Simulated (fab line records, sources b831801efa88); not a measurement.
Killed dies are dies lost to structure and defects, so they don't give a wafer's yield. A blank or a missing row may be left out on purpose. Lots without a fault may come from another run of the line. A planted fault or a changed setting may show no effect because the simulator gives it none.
One fault seen from 2 desks | flow sfq_line | each desk has only its own numbers; what lay behind them comes last

THE TOOL OWNER'S DESK: cmp-02
The tool's own readings at SFQ_TRILAYER_I1_CMP_CMP_046 (polishes SiO2): means of the sampled wafers that have a number, for each lot that ran on this tool. A lot is out of limits, marked OUT, if its mean lies more than 4 standard deviations from the usual mean; the brackets give that distance.
Columns: A = motor_current_A at SFQ_TRILAYER_I1_CMP_CMP_046, usual 10.2 A; B = time_to_endpoint_s at SFQ_TRILAYER_I1_CMP_CMP_046, usual 213 s
lot  | first seen here | A    | B
L711 | day 26 10:06    | 9.9  | 207
L712 | day 26 12:06    | 10.2 | 214
L713 | day 26 15:06    | 11.2 | 203
L715 | day 27 01:06    | 11.1 | 211
L717 | day 27 15:47    | 9.8  | 211
L719 | day 28 04:10    | 10.2 | 220
L726 | day 31 06:48    | 10.8 | 254 (+5.8) OUT
This desk's finding: out of limits on L726; first on L726, day 31 06:48 (time_to_endpoint_s at SFQ_TRILAYER_I1_CMP_CMP_046). In limits: L711, L712, L713, L715, L717, L719.

THE METROLOGY DESK
What the gauges read, lot by lot, whatever tool the lot ran on: means of the sampled wafers that have a number. A lot is out of limits, marked OUT, if its mean lies more than 4 standard deviations from the usual mean; the brackets give that distance.
Columns: A = I1_BOW at SFQ_I1_BOW_MEAS_912, usual 3 um
lot  | first seen here | A
L709 | day 17 12:16    | 7
L710 | day 18 03:43    | 2
L711 | day 26 12:06    | 3
L712 | day 26 15:06    | 11
L713 | day 26 18:08    | 4
L714 | day 26 20:58    | -2
L715 | day 27 03:06    | 6
L716 | day 27 08:55    | -3
L717 | day 27 18:48    | -0
L718 | day 28 00:35    | 5
L719 | day 28 06:40    | 4
L726 | day 31 09:18    | -4
L732 | day 33 12:13    | 0
This desk's finding: nothing out of limits on any of the 13 lots.

PUT TOGETHER
The tool owner's desk could have raised an alarm at day 31 06:48, on L726.
The metrology desk saw nothing out of limits.
The metrology desk has L726 on record, within its limits.
Of the lots named, all ran SFQ_TRILAYER_I1_CMP_CMP_046 on cmp-02.

WHAT THE SIMULATOR HAD PUT IN
Process parameter drift: cmp-02, from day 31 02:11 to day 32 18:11, at SFQ_TRILAYER_I1_CMP_CMP_046. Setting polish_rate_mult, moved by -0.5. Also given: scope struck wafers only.
Lots struck among those shown: L726.
Hours from the fault's start to each desk's first reading out of limits: the tool owner's desk, 5.
